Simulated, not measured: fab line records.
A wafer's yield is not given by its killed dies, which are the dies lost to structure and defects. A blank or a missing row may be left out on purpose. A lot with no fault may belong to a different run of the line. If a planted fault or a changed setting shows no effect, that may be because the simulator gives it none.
Struck lot and sound lot, side by side -- flow sfq_line -- 13 steps out of a route of 325
Sound: wafers L624.2, L624.3, L624.6. Wafers struck: L623.2, L623.3, L623.4. The cause is given at the end.
At each step with rows: each side's tool, then ch and its chambers, then its first start. Under that, the readings that differ: sound wafers -- struck wafers -- difference of the means -- sigmas: that difference in standard deviations of wafers without a fault.
alike: words and numbers the same on both sides, and readings whose means are apart by under 2 such deviations; not compared: readings that were withheld, readings missing a value for some wafer, numbers with overlapping values and no deviation given by the record, and bounds like >300 which may hide the same value.
The two part at a step that has a row with sigmas, a row that says differs or no value, or rows on one side only. Numbers that don't overlap but have no deviation are shown without sigmas and don't part them. Lack of a reading on every wafer of one side parts them only where that side has two or more wafers.

first, 6 steps without rows for these wafers: SFQ_TRILAYER_M6_LITHO_COAT_164 (resist thk 62 nm); SFQ_TRILAYER_M6_LITHO_COAT_159 (resist thk 600 nm); SFQ_TRILAYER_M6_LITHO_SOFTBAKE_163; SFQ_TRILAYER_M6_LITHO_EXPOSE_160 (exposes mask M6, target cd 500 nm); SFQ_TRILAYER_M6_LITHO_PEB_162 (peb time 60 s); SFQ_TRILAYER_M6_LITHO_DEVELOP_161 (time 60 s).
SFQ_M6_OVL_MEAS_940:
  sound on overlay-01, day 63 07:44; struck on overlay-02, day 63 01:44
  alike: M6_OVL
SFQ_TRILAYER_M6_BARC_OPEN_METAL_ETCH_206: etches BARC in O2, target depth 125 nm, time 41.7 s.
  sound on rie_metal-01 ch 0,1, day 63 07:46; struck on rie_metal-01 ch 0,1, day 63 01:46
  alike: drypump_motor_current_A, he_backside_leak_sccm, oes_product_au
  not compared: rf_hours_counter_h
SFQ_TRILAYER_M6_ETCH_METAL_ETCH_162: etches Nb in Cl2/Ar, stops on SiO2, target depth 240 nm, time 120 s.
  sound on rie_metal-01 ch 0,1, day 63 07:50; struck on rie_metal-01 ch 0,1, day 63 01:50
  alike: drypump_motor_current_A, he_backside_leak_sccm, oes_product_au
  not compared: rf_hours_counter_h
SFQ_TRILAYER_M6_STRIP_STRIP_163: strips in O2.
  sound on rie_metal-01 ch 0,1, day 63 07:57; struck on rie_metal-01 ch 0,1, day 63 01:57
  alike: drypump_motor_current_A, he_backside_leak_sccm, oes_product_au
  not compared: rf_hours_counter_h
then, 1 step without rows for these wafers: SFQ_TRILAYER_M6_STRIP_SOLV_CLEAN_164 (cleans in NMP, time 600 s).
SFQ_TRILAYER_I6_DEP_PECVD_165: deposits SiO2 from SiH4/N2O, time 111.11 s, target thk 500 nm.
  sound on pecvd-01 ch 0,1,2, day 63 08:44; struck on pecvd-03 ch 0,1,2, day 63 02:44
reading,sound,struck,difference,sigmas
rf_fwd_power_W (W),182.2 183.4 182.6,153.8 153.3 153.8,-29.1,-39
model.SiO2_of_TRILAYER_I6_DEP_PECVD_165.thk_nm (nm),514.4 507.9 514.7,477.5 465 483.5,-37.0,
  alike: heater_power_outer_w, heater_power_w, susceptor_temp_C, throttle_valve_pct
SFQ_TRILAYER_I6_CMP_CMP_166: polishes SiO2.
  sound on cmp-01 ch 0,1,3, day 63 08:49; struck on cmp-02 ch 0,1,3, day 63 03:27
  alike: head_pressure_psi, motor_current_A, slurry_flow_ml_min

== WHERE THEY PART ==
SFQ_TRILAYER_I6_DEP_PECVD_165 only, going by this record. Later steps at which nothing parts them and some readings are alike: SFQ_TRILAYER_I6_CMP_CMP_166.

WHY: whatever the simulator had introduced
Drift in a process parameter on pecvd-03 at SFQ_TRILAYER_I6_DEP_PECVD_165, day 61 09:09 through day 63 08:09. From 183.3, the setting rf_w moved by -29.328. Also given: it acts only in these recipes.
